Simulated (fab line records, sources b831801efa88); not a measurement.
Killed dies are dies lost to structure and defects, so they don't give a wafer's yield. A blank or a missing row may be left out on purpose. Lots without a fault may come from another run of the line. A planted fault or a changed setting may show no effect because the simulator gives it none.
Problem report in the 8D (eight disciplines) form, filled by code | flow sky130 | the parts of the form that need people (team, actions taken, sign-off) are left out

1. THE PROBLEM
sort_bin_5_function at SKY_PAD_OPEN_PROBE_99 reads a mean of 19.5 % on 1 wafer of 1 lot; wafers without a fault read 10.3 % with a standard deviation of 1.4. That is +6.6 standard deviations from the usual mean.
First seen on wafer L949.4, day 49 02:47, on prober-02. The record holds 7 wafers of 3 lots with a number at this step. Rule for "out", or "out of limits": more than 4 standard deviations from the usual mean. The other wafers with a number count as sound.

2. WHAT IT IS AND WHAT IT IS NOT
question                    | is                                                                                                      | is not
which readings at this step | sort_bin_5_function, defect_limited_yield, killed_at_M0_to_M3, killed_dies, sort_n_pass, sort_yield_pct | killed_at_contacts, killed_at_front_end, killed_at_other, killed_on_rim, killed_open, killed_short, sort_bin_3_pad_short, sort_bin_6_memory
which lots                  | L949                                                                                                    | L943, L946
which wafers of those lots  | L949.4                                                                                                  | L949.2, L949.5
read on which tools         | prober-02                                                                                               | prober-01
when                        | from day 49 02:47                                                                                       | up to then (5 sound wafers); but 1 sound wafer of L949 came after

3. SUSPECTS, AND WHAT RULES EACH OUT
Counting: a tool at a process step up to the reading stays a suspect if it ran every lot that is out. Sound lots after the first of them don't rule it out here, since some wafers of a struck lot are sound.
- rie_diel-01 at SKY_VIA1_ETCH_15 (etches SiO2 in C4F8/O2/Ar, stops on TiN, target depth 351 nm, time 54 s): kept. It ran the lot that is out, L949 (day 38 12:31); its last sound lot up to then is L943 (day 37 08:22).
- rie_diel-03 at SKY_VIA3_ETCH_15 (etches SiO2 in C4F8/O2/Ar, stops on TiN, target depth 507 nm, time 78 s): kept. It ran the lot that is out, L949 (day 43 19:01); its last sound lot up to then is L946 (day 43 05:19).
- pvd_sputter-03 at SKY_METAL4_SPUTTER_01 (material TiN, target thk 20 nm, time 16.7 s): kept. It ran the lot that is out, L949 (day 43 21:01); its last sound lot up to then is L946 (day 43 06:40).
- cmp-01 at SKY_VIA4_CMP_02 (polishes SiO2): kept. It ran the lot that is out, L949 (day 45 17:10); its last sound lot up to then is L946 (day 45 03:31).
- prober-02 at SKY_PAD_OPEN_PROBE_99: kept. It ran the lot that is out, L949 (day 49 02:41); its last sound lot up to then is L943 (day 48 11:17). Its own readings are out on those wafers: defect_limited_yield, killed_at_M0_to_M3, killed_dies, sort_bin_5_function, sort_n_pass, sort_yield_pct.
- Within rie_diel-01 at SKY_VIA1_ETCH_15: the wafers that are out ran in chamber 3; their sound lot-mates ran in chambers 0, 1.
- Within cmp-01 at SKY_VIA4_CMP_02: the wafers that are out ran in chamber 0; their sound lot-mates ran in chamber 2.
Left after counting: rie_diel-01 at SKY_VIA1_ETCH_15, rie_diel-03 at SKY_VIA3_ETCH_15, pvd_sputter-03 at SKY_METAL4_SPUTTER_01, cmp-01 at SKY_VIA4_CMP_02, prober-02 at SKY_PAD_OPEN_PROBE_99.

4. THE CAUSE (what the simulator had put in)
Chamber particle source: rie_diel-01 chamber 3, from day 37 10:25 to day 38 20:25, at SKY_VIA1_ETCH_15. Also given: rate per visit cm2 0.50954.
Counting left 5 suspects, and this tool is among them.

5. THE CHAIN OF EFFECTS, in route order
Each row: a reading whose mean over the struck wafers that have a number lies more than 3 standard deviations from the usual. Only readings for which the record gives a usual standard deviation are gone through. hours: the time from each lot's start at the first step in this table that gives one to its start at this step, as a median over the lots. sigmas: the change in usual standard deviations.
hours | step                  | reading              | usual  | on struck wafers | change | sigmas
0     | SKY_PAD_OPEN_PROBE_99 | defect_limited_yield | 82.5 % | 71.5             | -11.0  | -5.8
0     | SKY_PAD_OPEN_PROBE_99 | killed_at_M0_to_M3   | 44     | 84               | +40    | +6.1
0     | SKY_PAD_OPEN_PROBE_99 | killed_at_M4_up      | 3.0    | 10.0             | +7.0   | +3.5
0     | SKY_PAD_OPEN_PROBE_99 | killed_dies          | 86     | 140              | +54    | +5.8
0     | SKY_PAD_OPEN_PROBE_99 | sort_bin_5_function  | 10.3 % | 19.5             | +9.2   | +6.6
0     | SKY_PAD_OPEN_PROBE_99 | sort_n_pass          | 406    | 352              | -54    | -5.8
0     | SKY_PAD_OPEN_PROBE_99 | sort_yield_pct       | 82.5 % | 71.5             | -11.0  | -5.8
The process steps in it:
- SKY_PAD_OPEN_PROBE_99

6. WHAT WOULD HAVE CAUGHT IT SOONER
In this record the first reading out of limits was taken at day 49 02:47, 280 hours after the fault began at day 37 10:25.
Of the tool readings at SKY_VIA1_ETCH_15 for which the record gives a usual standard deviation, none was out on any struck wafer, so an alarm limit of 4 standard deviations on them would not have fired.
All the lots that are out (1) had begun SKY_VIA1_ETCH_15 on rie_diel-01 by day 49 02:47. A hold on the tool at that time would have spared none of them.
